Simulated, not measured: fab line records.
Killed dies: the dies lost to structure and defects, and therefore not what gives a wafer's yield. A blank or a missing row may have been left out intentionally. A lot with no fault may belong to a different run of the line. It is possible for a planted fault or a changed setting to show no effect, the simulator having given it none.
Split-lot experiment :: flow sfq-line :: 5 lots, 23 wafers read, on a route of 325 steps

== ABOUT THE SPLIT ==
At SFQ_TRILAYER_I1_VIA_LITHO_EXPOSE_050 (exposes mask I1, target cd 500 nm), the setting dose-mj was moved away from the recipe's 21.3 on 8 of the 23 wafers read, by -4.4% to +2.1%. The other wafers ran this setting at the recipe's value.

No step appears in the file between the split and the reading.

== THE READING ==
I1.cd-nm (the simulator's own value, which no gauge read), in nm, at SFQ_TRILAYER_I1_VIA_BARC_OPEN_VIA_ETCH_071 (etches BARC in O2, target depth 125 nm, time 41.7 s). There is no usual value for it anywhere in the file. Average 500.7 nm, standard deviation 1.4 nm, over the 15 wafers here run with the recipe.

wafer: L075.1
tool, chamber at the split: krf-scanner-01, 0
dose-mj as run: 21.3
against the recipe: recipe
I1.cd-nm, nm: 500.2
against lot-mates on the recipe: -

wafer: L075.3
tool, chamber at the split: krf-scanner-01, 0
dose-mj as run: 21.3
against the recipe: recipe
I1.cd-nm, nm: 502
against lot-mates on the recipe: -

wafer: L075.6
tool, chamber at the split: krf-scanner-01, 0
dose-mj as run: 21.3
against the recipe: recipe
I1.cd-nm, nm: 503.1
against lot-mates on the recipe: -

wafer: L076.1
tool, chamber at the split: krf-scanner-01, 0
dose-mj as run: 21.3
against the recipe: recipe
I1.cd-nm, nm: 500.8
against lot-mates on the recipe: -

wafer: L076.2
tool, chamber at the split: krf-scanner-01, 0
dose-mj as run: 21.3
against the recipe: recipe
I1.cd-nm, nm: 502.7
against lot-mates on the recipe: -

wafer: L076.3
tool, chamber at the split: krf-scanner-01, 0
dose-mj as run: 21.3
against the recipe: recipe
I1.cd-nm, nm: 502.3
against lot-mates on the recipe: -

wafer: L076.4
tool, chamber at the split: krf-scanner-01, 0
dose-mj as run: 21.3
against the recipe: recipe
I1.cd-nm, nm: 500.3
against lot-mates on the recipe: -

wafer: L076.5
tool, chamber at the split: krf-scanner-01, 0
dose-mj as run: 21.3
against the recipe: recipe
I1.cd-nm, nm: 501.4
against lot-mates on the recipe: -

wafer: L079.1
tool, chamber at the split: krf-scanner-01, 0
dose-mj as run: 21.75
against the recipe: +2.1%
I1.cd-nm, nm: 502.8
against lot-mates on the recipe: +3.1

wafer: L079.2
tool, chamber at the split: krf-scanner-01, 0
dose-mj as run: 21.3
against the recipe: recipe
I1.cd-nm, nm: 498.5
against lot-mates on the recipe: -

wafer: L079.4
tool, chamber at the split: krf-scanner-01, 0
dose-mj as run: 21.75
against the recipe: +2.1%
I1.cd-nm, nm: 503.7
against lot-mates on the recipe: +4.0

wafer: L079.5
tool, chamber at the split: krf-scanner-01, 0
dose-mj as run: 21.3
against the recipe: recipe
I1.cd-nm, nm: 500.9
against lot-mates on the recipe: -

wafer: L079.6
tool, chamber at the split: krf-scanner-01, 0
dose-mj as run: 21.75
against the recipe: +2.1%
I1.cd-nm, nm: 502.6
against lot-mates on the recipe: +2.9

wafer: L082.1
tool, chamber at the split: krf-scanner-01, 0
dose-mj as run: 20.7
against the recipe: -2.8%
I1.cd-nm, nm: 495.7
against lot-mates on the recipe: -4.1

wafer: L082.3
tool, chamber at the split: krf-scanner-01, 0
dose-mj as run: 21.3
against the recipe: recipe
I1.cd-nm, nm: 499.3
against lot-mates on the recipe: -

wafer: L082.4
tool, chamber at the split: krf-scanner-01, 0
dose-mj as run: 20.7
against the recipe: -2.8%
I1.cd-nm, nm: 496.1
against lot-mates on the recipe: -3.7

wafer: L082.5
tool, chamber at the split: krf-scanner-01, 0
dose-mj as run: 21.3
against the recipe: recipe
I1.cd-nm, nm: 500.3
against lot-mates on the recipe: -

wafer: L082.6
tool, chamber at the split: krf-scanner-01, 0
dose-mj as run: 20.7
against the recipe: -2.8%
I1.cd-nm, nm: 494.7
against lot-mates on the recipe: -5.1

wafer: L085.1
tool, chamber at the split: krf-scanner-02, 0
dose-mj as run: 20.36
against the recipe: -4.4%
I1.cd-nm, nm: 492.3
against lot-mates on the recipe: -7.0

wafer: L085.3
tool, chamber at the split: krf-scanner-02, 0
dose-mj as run: 20.36
against the recipe: -4.4%
I1.cd-nm, nm: 491.2
against lot-mates on the recipe: -8.1

wafer: L085.4
tool, chamber at the split: krf-scanner-02, 0
dose-mj as run: 21.3
against the recipe: recipe
I1.cd-nm, nm: 499.3
against lot-mates on the recipe: -

wafer: L085.5
tool, chamber at the split: krf-scanner-02, 0
dose-mj as run: 21.3
against the recipe: recipe
I1.cd-nm, nm: 498.7
against lot-mates on the recipe: -

wafer: L085.6
tool, chamber at the split: krf-scanner-02, 0
dose-mj as run: 21.3
against the recipe: recipe
I1.cd-nm, nm: 500
against lot-mates on the recipe: -

THE FIT
A straight line over all 23 wafers: I1.cd-nm changes by +1.76 nm for each +1% of dose-mj; r = +0.93; the points scatter about the line by 1.3 nm.
The same after taking each lot's own level away (the mean of its wafers on the recipe; 23 wafers): +1.63 nm for each +1%; r = +0.96; scatter 0.86 nm.
That fit puts the effect of the largest move of dose-mj on the reading at 7.2 nm.
Measured against the standard deviation above, the lots' own levels, which go from 499.33 to 501.77 nm, span 1.8 times it.
Hence the lot-to-lot level has little effect on the slope; both slopes agree.
Check: for one of the wafers moved furthest among these (-4.4%), held out of the fit, the line's prediction against its lot-mates is -7.28 nm. Against them it came out at -7.03 nm.

== FURTHER SPLITS ON THESE WAFERS ==
These wafers also went through other splits before the reading. Each is held against what the fit with the lots' levels taken away leaves over:
other split on the same wafers: SFQ_TRILAYER_L0_LITHO_PEB_008 peb-time-s
wafers away from the commonest value: 10
r with I1.cd-nm (lot level and that fit taken away): +0.11

other split on the same wafers: SFQ_TRILAYER_L0_BARC_OPEN_METAL_ETCH_010 icp-w
wafers away from the commonest value: 8
r with I1.cd-nm (lot level and that fit taken away): -0.17

other split on the same wafers: SFQ_TRILAYER_L0_VIA_LITHO_PEB_016 peb-time-s
wafers away from the commonest value: 12
r with I1.cd-nm (lot level and that fit taken away): -0.02

other split on the same wafers: SFQ_TRILAYER_M0_LITHO_COAT_026 spin-rpm
wafers away from the commonest value: 7
r with I1.cd-nm (lot level and that fit taken away): -0.05

other split on the same wafers: SFQ_TRILAYER_I0_VIA_LITHO_COAT_036 spin-rpm
wafers away from the commonest value: 6
r with I1.cd-nm (lot level and that fit taken away): +0.10

other split on the same wafers: SFQ_TRILAYER_I0_VIA_LITHO_PEB_034 peb-time-s
wafers away from the commonest value: 11
r with I1.cd-nm (lot level and that fit taken away): +0.20

other split on the same wafers: SFQ_TRILAYER_I0_VIA_BARC_OPEN_VIA_ETCH_046 source-w
wafers away from the commonest value: 4
r with I1.cd-nm (lot level and that fit taken away): -0.05

other split on the same wafers: SFQ_TRILAYER_M1_LITHO_COAT_044 resist-thk-nm
wafers away from the commonest value: 12
r with I1.cd-nm (lot level and that fit taken away): -0.10

other split on the same wafers: SFQ_TRILAYER_M1_BARC_OPEN_METAL_ETCH_054 time-s
wafers away from the commonest value: 11
r with I1.cd-nm (lot level and that fit taken away): -0.04

other split on the same wafers: SFQ_TRILAYER_I1_DEP_PECVD_045 time-s
wafers away from the commonest value: 11
r with I1.cd-nm (lot level and that fit taken away): +0.23

== THE FILE'S OWN FIT ==
I1.cd-nm changes by +1.66 nm for each +1% of dose-mj, r = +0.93.
